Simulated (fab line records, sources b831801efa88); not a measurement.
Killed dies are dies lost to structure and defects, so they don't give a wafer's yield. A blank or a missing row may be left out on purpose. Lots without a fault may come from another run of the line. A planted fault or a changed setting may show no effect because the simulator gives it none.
Which tool did it? | flow sky130 | 11 lots, 31 wafers sampled, at 6 steps of a route of 708

WHAT THE GAUGES READ, wafer by wafer
SKY_SONOS_ONO_THK_MEAS_03. Usual: SONOS_ONO_CVD_02_THK 10.48 nm, standard deviation 0.14.
lot  | measured     | on            | SONOS_ONO_CVD_02_THK (nm) | flag
L884 | day 11 10:52 | film_metro-01 | 10.46 10.40 10.35         |
L886 | day 12 07:13 | film_metro-03 | 10.60 10.54 10.57         |
L889 | day 13 04:20 | film_metro-04 | 10.76 10.75 10.56         |
L892 | day 14 11:39 | film_metro-04 | 10.69 10.50 10.45         |
L895 | day 15 06:50 | film_metro-01 | 10.48 10.39 10.34         |
L896 | day 15 10:08 | film_metro-01 | 10.63 10.67 10.58         |
L898 | day 16 02:26 | film_metro-01 | 10.49 10.53               |
L899 | day 16 18:14 | film_metro-03 | 10.47 10.56               |
L904 | day 18 06:32 | film_metro-04 | 10.55 10.41 10.51         |
L906 | day 19 10:15 | film_metro-04 | 10.62 10.55 10.48         |
L907 | day 19 18:30 | film_metro-04 | 10.25 10.20 10.18         |

SKY_POLY_GATE_OVL_MEAS_14. Usual: POLY_GATE_OVL 4 nm, standard deviation 5.7.
lot  | measured     | on         | POLY_GATE_OVL (nm) | flag
L884 | day 16 03:27 | overlay-01 | 11 8 8             |
L886 | day 17 08:21 | overlay-02 | -1 2 -1            |
L889 | day 18 11:53 | overlay-02 | 11 13 15           |
L892 | day 19 15:17 | overlay-01 | 9 13 11            |
L895 | day 20 14:24 | overlay-01 | -1 -4 0            |
L896 | day 20 15:44 | overlay-01 | -3 7 7             |
L898 | day 21 11:49 | overlay-02 | 2 -4               |
L899 | day 22 05:14 | overlay-01 | 2 -4               |
L904 | day 24 04:17 | overlay-01 | 1 4 4              |
L906 | day 24 20:38 | overlay-02 | 4 5 7              |
L907 | day 25 04:27 | overlay-02 | -10 -2 2           |

SKY_VIA3_RS_MEAS_22: measures by four-point-probe. Usual: VIA3_W_RS 0.293 ohm/sq, standard deviation 0.0042.
lot  | measured     | on            | VIA3_W_RS (ohm/sq) | flag
L884 | day 39 06:59 | film_metro-02 | 0.294 0.298 0.296  |
L886 | day 40 14:05 | film_metro-04 | 0.294 0.292 0.292  |
L889 | day 41 05:42 | film_metro-04 | 0.292 0.291 0.291  |
L892 | day 42 05:12 | film_metro-04 | 0.291 0.295 0.291  |
L895 | day 43 02:03 | film_metro-01 | 0.287 0.251 0.286  | OFF
L896 | day 43 00:31 | film_metro-01 | 0.288 0.290 0.283  |
L898 | day 43 15:13 | film_metro-04 | 0.257 0.258        | OFF
L899 | day 44 05:18 | film_metro-01 | 0.256 0.255        | OFF
L904 | day 45 19:24 | film_metro-02 | 0.298 0.297 0.288  |
L906 | day 46 02:58 | film_metro-04 | 0.293 0.291 0.292  |
L907 | day 46 05:34 | film_metro-01 | 0.297 0.302 0.292  |

SKY_VIA3_THK_MEAS_23: measures by xrf. Usual: VIA3_W_THK 385 nm, standard deviation 5.8.
lot  | measured     | on            | VIA3_W_THK (nm) | flag
L884 | day 39 07:07 | film_metro-02 | 383 376 375     |
L886 | day 40 14:13 | film_metro-04 | 383 386 385     |
L889 | day 41 05:49 | film_metro-04 | 391 397 395     |
L892 | day 42 05:19 | film_metro-04 | 392 386 394     |
L895 | day 43 02:10 | film_metro-01 | 389 441 391     | OFF
L896 | day 43 00:38 | film_metro-01 | 389 387 393     |
L898 | day 43 15:19 | film_metro-04 | 436 433         | OFF
L899 | day 44 05:25 | film_metro-01 | 443 447         | OFF
L904 | day 45 19:31 | film_metro-02 | 376 379 390     |
L906 | day 46 03:05 | film_metro-04 | 389 393 388     |
L907 | day 46 05:41 | film_metro-01 | 379 377 387     |

WHICH TOOL RAN EACH LOT (tool, then ch and the chambers of the sampled wafers, then the start)
lot  | SKY_METAL3_STRIP_19                  | SKY_VIA3_CVD_21
L884 | plasma_asher-03 ch 0,1, day 38 03:27 | cvd_w-02 ch 0,1, day 39 06:52
L886 | plasma_asher-02 ch 0,1, day 39 10:43 | cvd_w-02 ch 0,1, day 40 13:58
L889 | plasma_asher-02 ch 0,1, day 40 03:40 | cvd_w-02 ch 0, day 41 05:34
L892 | plasma_asher-01 ch 0,1, day 41 03:06 | cvd_w-02 ch 0, day 42 05:05
L895 | plasma_asher-02 ch 0,1, day 42 00:10 | cvd_w-02 ch 0,1, day 43 01:56
L896 | plasma_asher-03 ch 0,1, day 41 22:29 | cvd_w-01 ch 0,1, day 43 00:24
L898 | plasma_asher-01 ch 0,1, day 42 14:40 | cvd_w-02 ch 0, day 43 15:04
L899 | plasma_asher-01 ch 1, day 43 04:35   | cvd_w-02 ch 0, day 44 05:10
L904 | plasma_asher-02 ch 0,1, day 44 20:13 | cvd_w-01 ch 0,1, day 45 19:17
L906 | plasma_asher-03 ch 0,1, day 45 03:57 | cvd_w-01 ch 0, day 46 02:49
L907 | plasma_asher-03 ch 0,1, day 45 06:56 | cvd_w-01 ch 0,1, day 46 05:25
- SKY_METAL3_STRIP_19: strips in O2/N2.
- SKY_VIA3_CVD_21: deposits W, target thk 390 nm, time 117.31 s.

WHAT THE TOOLS THEMSELVES READ (means of the sampled wafers that have a number; where no wafer has one, the mark that the record gives instead)
SKY_METAL3_STRIP_19. Usual: drypump_motor_current_A 5.8 A, standard deviation 0.41; oes_product_au 0.500 a.u., standard deviation 0.0062; strip_time_to_endpoint_s 6.49 s, standard deviation 0.083.
lot  | tool            | drypump_motor_current_A (A) | oes_product_au (a.u.) | strip_time_to_endpoint_s (s) | flag
L884 | plasma_asher-03 | 5.7                         | 0.498                 | 6.45                         |
L886 | plasma_asher-02 | 5.6                         | 0.502                 | 6.51                         |
L889 | plasma_asher-02 | 5.4                         | 0.508                 | 6.59                         |
L892 | plasma_asher-01 | 6.5                         | 0.504                 | 6.62                         |
L895 | plasma_asher-02 | 5.6                         | 0.499                 | 6.48                         |
L896 | plasma_asher-03 | 5.6                         | 0.491                 | 6.37                         |
L898 | plasma_asher-01 | 6.5                         | 0.495                 | 6.45                         |
L899 | plasma_asher-01 | 6.6                         | 0.507                 | 6.58                         |
L904 | plasma_asher-02 | 5.4                         | 0.505                 | 6.54                         |
L906 | plasma_asher-03 | 5.7                         | 0.493                 | 6.41                         |
L907 | plasma_asher-03 | 5.7                         | 0.496                 | 6.43                         |

SKY_VIA3_CVD_21. Usual: heater_power_w 859 W, standard deviation 94.
lot  | tool     | heater_power_w (W) | flag
L884 | cvd_w-02 | 805                |
L886 | cvd_w-02 | 756                |
L889 | cvd_w-02 | 868                |
L892 | cvd_w-02 | 869                |
L895 | cvd_w-02 | 807                |
L896 | cvd_w-01 | 929                |
L898 | cvd_w-02 | 866                |
L899 | cvd_w-02 | 862                |
L904 | cvd_w-01 | 939                |
L906 | cvd_w-01 | 936                |
L907 | cvd_w-01 | 936                |

THE ANSWER, worked out from the rows above alone
Rule: a lot is off if the mean of its wafers that have a number lies more than 3 standard deviations from the usual mean. A lot without any number at a reading at which 4 lots or more have one is off too. The other lots that the step has rows for count as sound. The gauges are gone through in route order, then the tools' own readings, and for those a lot's mean is taken as printed above. The first step at which some lot is off is used, and at that step the reading that is off furthest; a lot without a number counts as furthest.
Off: L895, L898, L899, at SKY_VIA3_RS_MEAS_22 (VIA3_W_RS).
A tool fits if, at a process step before that reading, it ran every lot that is off, and no sound lot after the first of them. The gauges at SKY_VIA3_RS_MEAS_22 are tried like those tools. One fits: cvd_w-02 at SKY_VIA3_CVD_21. Its last sound lot is L892 (day 42 05:05), its first lot that is off L895 (day 43 01:56): a fault that began between those two fits.

WHAT THE SIMULATOR HAD PUT IN
Process parameter drift: cvd_w-02, from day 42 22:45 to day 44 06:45, at SKY_VIA3_CVD_21. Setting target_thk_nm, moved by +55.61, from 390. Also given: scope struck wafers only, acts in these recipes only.
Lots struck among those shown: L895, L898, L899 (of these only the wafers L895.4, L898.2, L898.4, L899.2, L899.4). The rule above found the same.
